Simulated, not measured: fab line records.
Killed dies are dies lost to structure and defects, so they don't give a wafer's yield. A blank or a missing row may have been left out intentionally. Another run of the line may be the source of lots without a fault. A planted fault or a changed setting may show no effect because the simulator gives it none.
The tool behind it: which one?	flow sky130	Sampling: 10 lots, 30 wafers, 6 of 708 route steps

## WHAT EACH GAUGE READ, for each wafer
No reading from a measuring or inspecting step in the record can be judged against a usual standard deviation.

## WHAT TOOL EACH LOT RAN ON (gives the tool, then ch and the chambers of the sampled wafers, and finally the start)
lot	SKY_VIA1_STRIP_16	SKY_METAL2_SPUTTER_01	SKY_METAL2_STRIP_20	SKY_VIA2_ETCH_15	SKY_VIA2_STRIP_16	SKY_PAD_OPEN_PROBE_99
L234	plasma_asher-03 ch 1, day 35 02:55	pvd_sputter-04, day 35 04:10	plasma_asher-03 ch 0,1, day 36 07:24	rie_diel-02 ch 0,1,3, day 37 11:16	plasma_asher-02 ch 0,1, day 37 11:19	-
L236	plasma_asher-03 ch 0,1, day 35 09:26	pvd_sputter-04, day 35 10:43	plasma_asher-02 ch 0,1, day 36 13:26	rie_diel-02 ch 0,1,3, day 37 16:30	plasma_asher-01 ch 0, day 37 16:34	prober-02, day 47 04:01
L237	plasma_asher-02 ch 0,1, day 35 19:13	pvd_sputter-04, day 35 20:31	plasma_asher-02 ch 0,1, day 36 23:07	rie_diel-03 ch 0,2,3, day 38 02:13	plasma_asher-02 ch 0,1, day 38 02:17	-
L242	plasma_asher-02 ch 0,1, day 37 05:07	pvd_sputter-02, day 37 06:38	plasma_asher-01 ch 0,1, day 38 09:06	rie_diel-03 ch 1,3, day 39 12:49	plasma_asher-02 ch 0,1, day 39 12:52	-
L250	plasma_asher-03 ch 1, day 40 08:49	pvd_sputter-01, day 40 10:04	plasma_asher-01 ch 0,1, day 41 11:25	rie_diel-03 ch 2,3, day 42 12:40	plasma_asher-04 ch 0,1, day 42 12:44	-
L251	plasma_asher-02 ch 0,1, day 40 10:02	pvd_sputter-02, day 40 11:17	plasma_asher-01 ch 0,1, day 41 12:05	rie_diel-03 ch 0,1,3, day 42 14:13	plasma_asher-01 ch 0,1, day 42 14:17	-
L255	plasma_asher-02 ch 0,1, day 41 07:11	pvd_sputter-01, day 41 08:29	plasma_asher-01 ch 0,1, day 42 09:21	rie_diel-04 ch 0,1,3, day 43 10:39	plasma_asher-02 ch 0,1, day 43 10:43	-
L253	plasma_asher-04 ch 0,1, day 41 09:22	pvd_sputter-02, day 41 10:40	plasma_asher-02 ch 0,1, day 42 11:46	rie_diel-03 ch 1,2,3, day 43 12:37	plasma_asher-04 ch 0,1, day 43 12:41	-
L256	plasma_asher-03 ch 0,1, day 41 13:23	pvd_sputter-04, day 41 15:33	plasma_asher-03 ch 0,1, day 42 16:00	rie_diel-02 ch 2,3, day 43 17:15	plasma_asher-02 ch 0,1, day 43 17:20	-
L257	plasma_asher-03 ch 0,1, day 41 20:38	pvd_sputter-01, day 41 21:53	plasma_asher-01 ch 0,1, day 42 22:20	rie_diel-04 ch 1,2, day 43 22:42	plasma_asher-01 ch 0,1, day 43 22:46	-
- SKY_VIA1_STRIP_16: strips in O2/N2.
- SKY_METAL2_SPUTTER_01: material TiN, target thk 20 nm, time 16.7 s.
- SKY_METAL2_STRIP_20: strips in O2/N2.
- SKY_VIA2_ETCH_15: etches SiO2 in C4F8/O2/Ar, stops on TiN, target depth 546 nm, time 84 s.
- SKY_VIA2_STRIP_16: strips in O2/N2.
- SKY_PAD_OPEN_PROBE_99

## WHAT THE TOOLS THEMSELVES READ (means of the sampled wafers that have a number; where no wafer has one, the mark that the record gives instead)
SKY_VIA1_STRIP_16.
lot	tool	drypump_motor_current_A (A)	o2_flow_sccm (sccm)	oes_product_au (a.u.)	strip_time_to_endpoint_s (s)
L234	plasma_asher-03	6.4	2992	0.420	4.452
L236	plasma_asher-03	5.7	3005	0.414	4.431
L237	plasma_asher-02	5.4	3007	0.415	4.442
L242	plasma_asher-02	5.4	3005	0.414	4.450
L250	plasma_asher-03	6.4	2994	0.411	4.450
L251	plasma_asher-02	5.4	3005	0.413	4.455
L255	plasma_asher-02	5.4	2995	0.410	4.466
L253	plasma_asher-04	5.6	2996	0.417	4.431
L256	plasma_asher-03	5.7	3002	0.412	4.438
L257	plasma_asher-03	6.1	3006	0.416	4.462

SKY_METAL2_SPUTTER_01.
lot	tool	throttle_valve_pct (%)
L234	pvd_sputter-04	30.8
L236	pvd_sputter-04	30.6
L237	pvd_sputter-04	30.4
L242	pvd_sputter-02	29.9
L250	pvd_sputter-01	29.2
L251	pvd_sputter-02	29.7
L255	pvd_sputter-01	29.6
L253	pvd_sputter-02	29.8
L256	pvd_sputter-04	29.0
L257	pvd_sputter-01	30.6

SKY_METAL2_STRIP_20.
lot	tool	drypump_motor_current_A (A)	o2_flow_sccm (sccm)	oes_product_au (a.u.)	strip_time_to_endpoint_s (s)
L234	plasma_asher-03	5.7	3002	0.342	2.70
L236	plasma_asher-02	5.4	2998	0.347	2.74
L237	plasma_asher-02	5.4	3007	0.344	2.71
L242	plasma_asher-01	6.5	2994	0.340	2.74
L250	plasma_asher-01	6.4	3000	0.345	2.70
L251	plasma_asher-01	6.4	2999	0.343	2.69
L255	plasma_asher-01	6.4	3001	0.344	2.73
L253	plasma_asher-02	5.4	3005	0.347	2.72
L256	plasma_asher-03	6.1	3000	0.345	2.75
L257	plasma_asher-01	6.5	3000	0.344	2.72

SKY_VIA2_ETCH_15.
lot	tool	oes_product_au (a.u.)	rf_fwd_power_W (W)
L234	rie_diel-02	0.945	1491
L236	rie_diel-02	0.943	1494
L237	rie_diel-03	0.940	1491
L242	rie_diel-03	0.939	1492
L250	rie_diel-03	0.941	1490
L251	rie_diel-03	0.933	1249
L255	rie_diel-04	0.944	1492
L253	rie_diel-03	0.941	1248
L256	rie_diel-02	0.941	1488
L257	rie_diel-04	0.941	1487

SKY_VIA2_STRIP_16.
lot	tool	drypump_motor_current_A (A)	o2_flow_sccm (sccm)	oes_product_au (a.u.)	strip_time_to_endpoint_s (s)
L234	plasma_asher-02	5.4	3006	0.399	4.063
L236	plasma_asher-01	6.4	3000	0.398	4.037
L237	plasma_asher-02	5.4	3010	0.403	4.031
L242	plasma_asher-02	5.4	3000	0.401	4.053
L250	plasma_asher-04	5.6	2997	0.398	4.040
L251	plasma_asher-01	6.4	2989	0.402	4.121
L255	plasma_asher-02	5.4	3000	0.396	4.050
L253	plasma_asher-04	5.5	2990	0.398	4.105
L256	plasma_asher-02	5.4	3006	0.401	4.059
L257	plasma_asher-01	6.4	3002	0.402	4.028

SKY_PAD_OPEN_PROBE_99.
lot	tool	defect_limited_yield (%)	killed_at_M0_to_M3	killed_at_M4_up	killed_at_contacts	killed_at_front_end	killed_at_other	killed_dies	killed_open	killed_short	sort_bin_3_pad_short (%)	sort_bin_5_function (%)	sort_bin_6_memory (%)	sort_n_pass	sort_yield_pct (%)
L236	prober-02	83.3	43	3.0	22	13	0.3	82	47	35	0.9	10.1	5.8	410	83.3

## THE ANSWER, worked out from the rows above alone
Rule: the usual values come from the lots themselves. Put in order of their means at a reading, lots are off if they are a third of the lots or fewer, leave a main group of 4 or more, and stand apart from it by a gap of 3 or more times the standard deviation of the main group's means; of several such gaps the widest counts. A main group whose means are all the same, to the digits that the tables above print for the reading, isn't used. Also off: a lot with no number at a reading for which 4 or more lots have one. All remaining lots with rows at the step are treated as sound. After the gauges, taken in route order, come the tools' own readings; for these a lot's mean is taken, as printed above. The first step at which some lot is off is used, and at that step the reading that is off furthest; a lot without a number counts as furthest.
Off at SKY_VIA2_ETCH_15 (rf_fwd_power_W): L251, L253. For the main group the mean is 1491 W and the standard deviation 2.1.
If a tool, at that step or one of the process steps before it, ran each lot that is off and ran no sound lot following the first of them, it fits. This does not decide it: 2 tools fit, namely pvd_sputter-02 at SKY_METAL2_SPUTTER_01 and rie_diel-03 at SKY_VIA2_ETCH_15.

## WHAT WAS PUT IN BY THE SIMULATOR
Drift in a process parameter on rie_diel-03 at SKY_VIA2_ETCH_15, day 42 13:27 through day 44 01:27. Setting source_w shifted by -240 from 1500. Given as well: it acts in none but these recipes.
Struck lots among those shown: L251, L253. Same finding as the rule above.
